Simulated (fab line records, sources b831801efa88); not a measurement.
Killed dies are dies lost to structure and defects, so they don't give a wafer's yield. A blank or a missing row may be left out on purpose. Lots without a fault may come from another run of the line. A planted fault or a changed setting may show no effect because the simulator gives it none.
Tool commonality check | flow gf180mcu | 11 lots, 33 wafers sampled

WHY IT WAS OPENED
At GF_V5_RS_MEAS_24 the reading V5_W_RS is flagged on 3 of 11 lots. Wafers without a fault read 0.328 ohm/sq, standard deviation 0.0039.
Rule: a lot is flagged when every wafer of it that has a number lies more than 4 standard deviations from that mean, or none has a number. The other lots count as sound.

lot  | measured     | on            | V5_W_RS (ohm/sq), wafer by wafer | flag
L971 | day 27 11:16 | film_metro-02 | 0.326 0.326 0.323                |
L973 | day 28 07:10 | film_metro-04 | 0.328 0.334 0.331                |
L974 | day 28 15:19 | film_metro-01 | 0.331 0.327 0.329                |
L979 | day 30 09:45 | film_metro-04 | 0.334 0.331 0.332                |
L986 | day 32 02:17 | film_metro-01 | 0.400 0.394 0.402                | FLAGGED
L987 | day 32 09:55 | film_metro-01 | 0.396 0.384 0.395                | FLAGGED
L988 | day 32 13:14 | film_metro-02 | 0.405 0.400 0.390                | FLAGGED
L989 | day 33 00:01 | film_metro-01 | 0.325 0.322 0.324                |
L990 | day 33 00:33 | film_metro-04 | 0.329 0.325 0.326                |
L991 | day 33 07:10 | film_metro-01 | 0.328 0.327 0.329                |
L994 | day 33 20:35 | film_metro-01 | 0.328 0.326 0.327                |
The numbers of the flagged lots are 0.396 ohm/sq on average: +0.068 ohm/sq against the usual, or +17 standard deviations.

WHICH TOOL RAN EACH LOT
The record holds 2 process steps before the reading, out of a route of 602 steps. In each cell: the tool, then ch and the chambers that the sampled wafers went through, then the start.
lot  | flag    | GF_V5_ETCH_16                      | GF_V5_CVD_23
L971 |         | rie_diel-03 ch 0,2,3, day 27 10:21 | cvd_w-02 ch 0,1, day 27 11:08
L973 |         | rie_diel-04 ch 2,3, day 28 06:08   | cvd_w-01 ch 1, day 28 06:57
L974 |         | rie_diel-02 ch 0,1,2, day 28 14:23 | cvd_w-01 ch 1, day 28 15:11
L979 |         | rie_diel-04 ch 0,1,2, day 30 08:47 | cvd_w-01 ch 0,1, day 30 09:37
L986 | FLAGGED | rie_diel-02 ch 0,1,2, day 32 01:23 | cvd_w-01 ch 0, day 32 02:10
L987 | FLAGGED | rie_diel-02 ch 1,2, day 32 08:35   | cvd_w-01 ch 0,1, day 32 09:48
L988 | FLAGGED | rie_diel-04 ch 0,1,2, day 32 12:20 | cvd_w-01 ch 0,1, day 32 13:07
L989 |         | rie_diel-04 ch 1,2, day 32 23:05   | cvd_w-02 ch 0,1, day 32 23:55
L990 |         | rie_diel-03 ch 0,2,3, day 32 23:31 | cvd_w-02 ch 0,1, day 33 00:25
L991 |         | rie_diel-02 ch 0,1, day 33 06:14   | cvd_w-02 ch 0,1, day 33 07:04
L994 |         | rie_diel-02 ch 0,1,3, day 33 19:38 | cvd_w-02 ch 0,1, day 33 20:27
What these steps do:
- GF_V5_ETCH_16: etches BARC in N2/H2.
- GF_V5_CVD_23: deposits W, target thk 350 nm, time 104.9 s.
- GF_V5_RS_MEAS_24: measures by four-point-probe.

FLAGGED OVER TOTAL, TOOL BY TOOL (the gauges that took the reading come last)
step             | tool          | lots run | flagged | share of the flagged lots | sound lots run after its first flagged lot
GF_V5_ETCH_16    | rie_diel-02   | 5        | 2       | some                      | 2 (L991,L994)
GF_V5_ETCH_16    | rie_diel-03   | 2        | 0       | none                      | -
GF_V5_ETCH_16    | rie_diel-04   | 4        | 1       | some                      | 1 (L989)
GF_V5_CVD_23     | cvd_w-01      | 6        | 3       | all                       | 0
GF_V5_CVD_23     | cvd_w-02      | 5        | 0       | none                      | -
GF_V5_RS_MEAS_24 | film_metro-01 | 6        | 2       | some                      | 3 (L989,L991,L994)
GF_V5_RS_MEAS_24 | film_metro-02 | 2        | 1       | some                      | 0
GF_V5_RS_MEAS_24 | film_metro-04 | 3        | 0       | none                      | -

WHAT THE TABLE ALLOWS
1 row of the table ran every flagged lot: cvd_w-01 at GF_V5_CVD_23.
- cvd_w-01 at GF_V5_CVD_23: 3 of its 6 lots flagged. Its last sound lot is L979 (day 30 09:37), its first flagged lot L986 (day 32 02:10): a fault that began between those two fits.
One tool is left: cvd_w-01 at GF_V5_CVD_23.

WHAT THE SIMULATOR HAD PUT IN
Site profile drift: cvd_w-01, from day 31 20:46 on, at GF_V5_CVD_23. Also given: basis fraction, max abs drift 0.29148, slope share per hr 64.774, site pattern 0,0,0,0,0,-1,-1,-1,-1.
Lots struck among those shown: L986, L987, L988. The rule above found the same.
